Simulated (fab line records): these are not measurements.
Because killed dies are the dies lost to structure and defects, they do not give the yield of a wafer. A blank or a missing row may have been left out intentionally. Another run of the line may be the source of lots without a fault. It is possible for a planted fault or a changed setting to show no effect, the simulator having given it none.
A struck lot beside a sound one -- flow sky130 -- 15 out of 708 route steps
Sound: wafers L459.3, L459.4, L459.6. Struck: wafer L465.3 (L465.4, L465.5, from the same lot, were not struck and are left out); the cause is given at the end.
Per side, at each step with rows, come the tool, then ch with its chambers, and then its first start. Under that, the readings that differ: sound wafers -- struck wafers -- difference of the means -- sigmas: that difference in standard deviations of wafers without a fault.
alike: readings with means less than 2 such deviations apart, plus words and numbers identical on both sides. not compared: withheld readings, readings lacking a value on some wafer, bounds such as >300 that could conceal the same value, and numbers that have no deviation in the record and whose values overlap.
A row with sigmas, a row that says differs or no value, or rows on one side alone: a step with any of these is where the two part. Numbers that don't overlap but have no deviation are shown without sigmas and don't part them. A reading that every wafer of one side lacks parts them only if that side has two wafers or more.

first, 6 steps without rows for these wafers: SKY_METAL4_COAT_07 (resist thk 60 nm); SKY_METAL4_COAT_08 (resist thk 1140 nm); SKY_METAL4_SOFTBAKE_09 (time 90 s); SKY_METAL4_EXPOSE_10 (exposes mask MM4, target cd 300 nm); SKY_METAL4_PEB_11; SKY_METAL4_DEVELOP_12 (develop time 60 s).
SKY_METAL4_CD_MEAS_13: the cd target is 300 nm.
  struck on cd sem-01, day 46 06:56; sound on cd sem-01, day 45 03:31
  alike: cd nm
SKY_METAL4_OVL_MEAS_14:
  struck on overlay-01, day 46 07:02; sound on overlay-01, day 45 03:36
  alike: METAL4_OVL
SKY_METAL4_DESCUM_15: chemistry O2, time 8 s.
  sound on rie metal-03 ch 0,1, day 45 03:38; struck on rie metal-02 ch 1, day 46 07:04
  alike: drypump motor current A, oes product au
  not compared: rf hours counter h
SKY_METAL4_ETCH_16: etches BARC in N2/H2, stops on SiO2, time 88.2 s, target depth 60 nm.
  sound on rie metal-03 ch 0,1, day 45 03:41; struck on rie metal-02 ch 1, day 46 07:07
  alike: drypump motor current A, oes product au, throttle valve pct
  not compared: rf hours counter h
SKY_METAL4_ETCH_17: etches SiO2 in C4F8/O2/Ar, stops on TiN, time 3.9 s, target depth 15 nm.
  sound on rie diel-04 ch 0,1, day 45 03:45; struck on rie diel-02 ch 3, day 46 07:11
  alike: oes product au
  not compared: rf hours counter h
SKY_METAL4_METAL_ETCH_18: etches the open film in Cl2/BCl3, stops on SiO2, target depth 845 nm, time 183.1 s.
  sound on rie metal-02 ch 0,1, day 45 03:50; struck on rie metal-03 ch 0, day 46 07:16
  alike: drypump motor current A, oes product au, throttle valve pct
  not compared: rf hours counter h
SKY_METAL4_STRIP_19: strips in O2/N2.
  sound on plasma asher-04 ch 0,1, day 45 03:59; struck on plasma asher-03 ch 1, day 46 07:25
reading,sound,struck,difference,sigmas
overash fraction,0.5 0.5 0.5,0.7,+0.2,
  alike: drypump motor current A, oes product au, strip time to endpoint s
  not compared: rf hours counter h
then, 1 step without rows for these wafers: SKY_METAL4_STRIP_20 (strips in post etch residue remover, time 1200 s).
-- the record jumps here: 3 days lie between the struck wafers' starts before and after (it left off in module METAL4 and takes up again in module PAD_OPEN, whose first step shown is number 708 of the route) --
SKY_PAD_OPEN_PROBE_99:
  struck on prober-01, day 49 19:19; sound on prober-01, day 48 19:07
reading,sound,struck,difference,sigmas
defect limited yield (%),81.7 82.9 83.9,77.6,-5.2,-3
killed at contacts,21 21 26,34,+11,+2
killed dies,90 84 79,110,+26,+3
killed open,50 46 44,65,+18,+3
sort n pass,402 408 413,382,-26,-3
sort yield pct (%),81.7 82.9 83.9,77.6,-5.2,-3
  alike: killed_at_M0_to_M3, killed_at_M4_up, killed at front end, killed at other, killed short, sort_bin_3_pad_short, sort_bin_5_function, sort_bin_6_memory

## WHERE THEY PART
SKY_PAD_OPEN_PROBE_99 only, going by this record.

WHY: what had been put in by the simulator
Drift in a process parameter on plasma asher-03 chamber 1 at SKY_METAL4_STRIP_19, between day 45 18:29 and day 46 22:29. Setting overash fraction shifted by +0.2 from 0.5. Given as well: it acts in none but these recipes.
